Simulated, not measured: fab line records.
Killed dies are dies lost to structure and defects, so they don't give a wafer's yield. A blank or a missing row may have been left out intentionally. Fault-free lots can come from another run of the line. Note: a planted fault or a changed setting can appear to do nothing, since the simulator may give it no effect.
Which tool is to blame? ; flow gf180mcu ; Sampling: 24 lots, 72 wafers, 5 of 602 route steps

## WHAT THE GAUGES READ, wafer by wafer
GF_CONTACT_RS_MEAS_25: measures by four-point-probe.
lot;measured;on;CONTACT_W_RS (ohm/sq)
L074;day 16 13:19;filmMetro-02;0.380 0.383 0.382
L075;day 16 19:35;filmMetro-03;0.380 0.378 0.376
L076;day 17 00:49;filmMetro-02;0.385 0.385 0.381
L077;day 17 20:50;filmMetro-01;0.384 0.385 0.383
L078;day 18 06:50;filmMetro-03;0.383 0.381 0.382
L079;day 18 18:04;filmMetro-03;0.379 0.374 0.374
L080;day 19 02:52;filmMetro-01;0.386 0.388 0.391
L082;day 19 15:07;filmMetro-03;0.389 0.392 0.393
L081;day 19 15:37;filmMetro-01;0.379 0.378 0.372
L083;day 19 22:06;filmMetro-02;0.386 0.383 0.383
L084;day 20 15:37;filmMetro-02;0.386 0.386 0.394
L085;day 20 18:52;filmMetro-02;0.375 0.380 0.376
L086;day 21 05:01;filmMetro-01;0.384 0.382 0.387
L087;day 21 12:38;filmMetro-01;0.383 0.380 0.378
L088;day 21 22:40;filmMetro-02;0.391 0.388 0.391
L089;day 22 05:10;filmMetro-03;0.385 0.387 0.385
L090;day 22 11:13;filmMetro-02;0.378 0.373 0.372
L091;day 22 22:20;filmMetro-03;0.382 0.383 0.384
L092;day 23 06:32;filmMetro-01;0.367 0.377 0.372
L093;day 23 13:49;filmMetro-02;0.376 0.374 0.376
L094;day 23 21:50;filmMetro-03;0.379 0.381 0.375
L095;day 24 04:10;filmMetro-01;0.387 0.390 0.384
L096;day 25 02:19;filmMetro-01;0.392 0.389 0.388
L097;day 25 03:06;filmMetro-01;0.376 0.383 0.384

GF_V1_THK_MEAS_25: measures by xrf.
lot;measured;on;V1_W_THK (nm)
L074;day 18 14:56;filmMetro-04;369 378 363
L075;day 18 21:53;filmMetro-03;358 359 357
L076;day 19 03:16;filmMetro-02;366 361 360
L077;day 19 23:21;filmMetro-02;357 363 357
L078;day 20 10:14;filmMetro-03;369 361 361
L079;day 20 22:07;filmMetro-02;353 357 364
L080;day 21 06:58;filmMetro-04;371 365 364
L082;day 21 19:49;filmMetro-03;361 354 353
L081;day 21 19:38;filmMetro-02;356 358 355
L083;day 22 01:34;filmMetro-04;371 362 361
L084;day 22 18:17;filmMetro-04;367 362 369
L085;day 22 22:56;filmMetro-03;353 365 349
L086;day 23 07:48;filmMetro-04;367 364 362
L087;day 23 14:50;filmMetro-02;366 355 362
L088;day 24 00:17;filmMetro-03;361 364 361
L089;day 24 06:32;filmMetro-03;360 357 362
L090;day 25 01:45;filmMetro-03;360 363 365
L091;day 25 02:40;filmMetro-02;360 359 360
L092;day 25 06:11;filmMetro-02;363 357 366
L093;day 25 11:32;filmMetro-02;366 365 367
L094;day 25 23:23;filmMetro-04;361 364 364
L095;day 26 04:49;filmMetro-02;356 357 356
L096;day 27 00:04;filmMetro-04;361 363 362
L097;day 27 01:40;filmMetro-03;364 364 367

GF_V2_THK_MEAS_03.
lot;measured;on;V2_CVD_02_THK (nm)
L074;day 19 16:49;filmMetro-01;845 859 862
L075;day 19 22:49;filmMetro-01;839 847 858
L076;day 20 05:10;filmMetro-03;834 843 849
L077;day 21 00:59;filmMetro-03;843 858 875
L078;day 21 12:22;filmMetro-02;829 844 841
L079;day 21 23:38;filmMetro-03;835 839 859
L080;day 22 08:05;filmMetro-02;836 850 857
L082;day 22 20:33;filmMetro-02;842 844 838
L081;day 22 20:19;filmMetro-01;842 840 846
L083;day 23 03:02;filmMetro-03;843 872 862
L084;day 24 02:50;filmMetro-02;840 834 852
L085;day 24 02:59;filmMetro-01;837 830 862
L086;day 24 07:02;filmMetro-01;829 848 845
L087;day 24 12:34;filmMetro-02;837 823 851
L088;day 24 23:17;filmMetro-02;860 861 864
L089;day 25 06:58;filmMetro-03;854 857 848
L090;day 26 00:47;filmMetro-03;835 874 863
L091;day 26 01:43;filmMetro-01;853 831 846
L092;day 26 05:01;filmMetro-01;846 852 860
L093;day 26 09:38;filmMetro-01;846 860 869
L094;day 26 21:52;filmMetro-02;841 871 846
L095;day 27 03:25;filmMetro-03;848 833 855
L096;day 27 22:23;filmMetro-02;844 838 841
L097;day 27 23:34;filmMetro-02;841 840 834

GF_V3_THK_MEAS_03.
lot;measured;on;V3_CVD_02_THK (nm)
L074;day 21 20:10;filmMetro-03;831 853 854
L075;day 22 02:04;filmMetro-03;837 864 858
L076;day 22 08:51;filmMetro-02;842 842 858
L077;day 23 03:16;filmMetro-03;832 825 852
L078;day 24 02:42;filmMetro-04;849 851 852
L079;day 24 03:07;filmMetro-02;848 826 850
L080;day 24 07:32;filmMetro-04;842 854 852
L082;day 24 20:57;filmMetro-04;845 855 862
L081;day 24 20:16;filmMetro-04;845 851 854
L083;day 25 01:20;filmMetro-03;830 844 848
L084;day 26 02:26;filmMetro-03;843 831 847
L085;day 26 02:52;filmMetro-03;844 844 861
L086;day 26 05:58;filmMetro-04;835 832 841
L087;day 26 10:37;filmMetro-03;843 847 859
L088;day 26 22:28;filmMetro-02;852 850 856
L089;day 27 04:51;filmMetro-02;843 863 851
L090;day 27 21:22;filmMetro-02;824 840 861
L091;day 27 22:51;filmMetro-02;839 827 845
L092;day 28 01:34;filmMetro-04;844 828 849
L093;day 28 06:20;filmMetro-03;828 869 861
L094;day 28 17:00;filmMetro-03;847 866 851
L095;day 28 22:50;filmMetro-02;845 841 866
L096;day 29 16:14;filmMetro-03;833 841 838
L097;day 29 19:01;filmMetro-03;845 842 862

GF_M4_THK_MEAS_06: measures by xrf.
lot;measured;on;M4_ALCU_THK (nm)
L074;day 22 21:29;filmMetro-01;447 449 447
L075;day 23 04:22;filmMetro-04;448 448 448
L076;day 23 10:51;filmMetro-04;444 448 444
L077;day 24 04:45;filmMetro-04;436 434 434
L078;day 25 03:22;filmMetro-04;438 443 437
L079;day 25 05:28;filmMetro-03;451 444 453
L080;day 25 08:34;filmMetro-04;447 441 442
L082;day 25 23:20;filmMetro-03;450 453 454
L081;day 25 20:00;filmMetro-01;447 442 444
L083;day 26 01:14;filmMetro-03;448 440 445
L084;day 27 01:39;filmMetro-04;443 446 448
L085;day 27 02:01;filmMetro-03;455 448 453
L086;day 27 08:11;filmMetro-04;445 450 452
L087;day 27 10:30;filmMetro-04;445 449 448
L088;day 27 21:11;filmMetro-03;448 446 451
L089;day 28 03:44;filmMetro-04;445 437 436
L090;day 28 19:38;filmMetro-03;445 444 444
L091;day 28 21:34;filmMetro-04;452 453 455
L092;day 29 00:05;filmMetro-01;438 445 439
L093;day 29 04:41;filmMetro-04;440 439 434
L094;day 29 15:11;filmMetro-01;446 449 449
L095;day 29 20:21;filmMetro-01;440 436 440
L096;day 30 13:50;filmMetro-01;450 448 447
L097;day 30 15:56;filmMetro-01;450 449 450

## EACH LOT AND THE TOOL THAT RAN IT (in order: tool; ch and the chambers of the sampled wafers; start)
No process step before these readings appears in the record.

## AS READ BY THE TOOLS THEMSELVES (means over the sampled wafers that have a number; for cases with no such wafer, the mark the record gives instead)
The record holds no such reading with a usual standard deviation.

## THE ANSWER, worked out from the rows above alone
Rule: what is usual is taken from the lots themselves. Put in order of their means at a reading, lots are off if they are a third of the lots or fewer, leave a main group of 4 or more, and stand apart from it by a gap of 3 or more times the standard deviation of the main group's means; of several such gaps the widest counts. The tables above print the reading to a certain number of digits; a main group whose means all agree to those digits is not used. A lot without any number at a reading at which 4 lots or more have one is off too. Where the step has rows for the other lots, those lots are counted as sound. The gauges are gone through in route order, then the tools' own readings, and for those a lot's mean is taken as printed above. The first step at which some lot is off is used, and at that step the reading that is off furthest; a lot without a number counts as furthest.
No lot is off at any reading shown: from this, nothing can be told.

## WHAT WAS PUT IN BY THE SIMULATOR
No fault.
